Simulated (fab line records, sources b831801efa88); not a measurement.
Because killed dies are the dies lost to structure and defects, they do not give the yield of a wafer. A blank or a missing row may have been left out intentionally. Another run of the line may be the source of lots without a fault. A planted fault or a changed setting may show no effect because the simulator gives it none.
What tool caused it? / flow sky130 / 6 lots, 18 wafers sampled, at 2 steps of a route of 708

WHAT THE GAUGES READ, wafer by wafer
SKY_VT_ADJUST_LVTN_OVL_MEAS_07.
lot=L706; measured=day 7 22:56; on=overlay-01; VT_ADJUST_LVTN_OVL (nm)=-0.7 1.6 1.6
lot=L711; measured=day 8 17:47; on=overlay-02; VT_ADJUST_LVTN_OVL (nm)=1.1 -0.3 -0.6
lot=L714; measured=day 9 12:44; on=overlay-01; VT_ADJUST_LVTN_OVL (nm)=0.6 1.3 3.1
lot=L718; measured=day 10 06:05; on=overlay-02; VT_ADJUST_LVTN_OVL (nm)=-1.8 -0.9 -0.2
lot=L722; measured=day 11 19:47; on=overlay-01; VT_ADJUST_LVTN_OVL (nm)=- - -
lot=L726; measured=day 12 15:41; on=overlay-01; VT_ADJUST_LVTN_OVL (nm)=3.0 2.1 0.5

TOOL THAT RAN EACH LOT (tool first, then ch and the chambers of the sampled wafers, then the start)
lot=L706; SKY_VT_ADJUST_LVTN_DEVELOP_06=litho track-01 ch 0, day 7 22:00
lot=L711; SKY_VT_ADJUST_LVTN_DEVELOP_06=litho track-03 ch 0, day 8 17:00
lot=L714; SKY_VT_ADJUST_LVTN_DEVELOP_06=litho track-03 ch 0, day 9 12:00
lot=L718; SKY_VT_ADJUST_LVTN_DEVELOP_06=litho track-01 ch 0, day 10 05:00
lot=L722; SKY_VT_ADJUST_LVTN_DEVELOP_06=litho track-01 ch 0, day 11 19:00
lot=L726; SKY_VT_ADJUST_LVTN_DEVELOP_06=litho track-03 ch 0, day 12 15:00
- SKY_VT_ADJUST_LVTN_DEVELOP_06: develop time 60 s.

THE ANSWER, worked out from the rows above alone
Rule: usual is defined by the lots themselves. Put in order of their means at a reading, lots are off if they are a third of the lots or fewer, leave a main group of 4 or more, and stand apart from it by a gap of 3 or more times the standard deviation of the main group's means; of several such gaps the widest counts. The tables above print the reading to a certain number of digits; a main group whose means all agree to those digits is not used. A lot without any number at a reading at which 4 lots or more have one is off too. Any other lot the step has rows for is counted as sound.
Off: L722, seen at SKY_VT_ADJUST_LVTN_OVL_MEAS_07 (VT_ADJUST_LVTN_OVL). Without a number there: L722. For the main group the mean is 0.7 nm and the standard deviation 1.
A tool fits if, at a process step before that reading, it ran every lot that is off, and no sound lot after the first of them. Those tools and the gauges at SKY_VT_ADJUST_LVTN_OVL_MEAS_07 are tried in the same way. One fits: SKY_VT_ADJUST_LVTN_DEVELOP_06 on litho track-01. A fault onset in the window from L718 (day 10 05:00, its last sound lot) to L722 (day 11 19:00, its first lot off) fits.

WHAT THE SIMULATOR HAD INSERTED
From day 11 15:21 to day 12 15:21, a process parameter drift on litho track-01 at SKY_VT_ADJUST_LVTN_DEVELOP_06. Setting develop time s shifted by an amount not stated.
Lots struck among those shown: L722. The rule above reached the same finding.
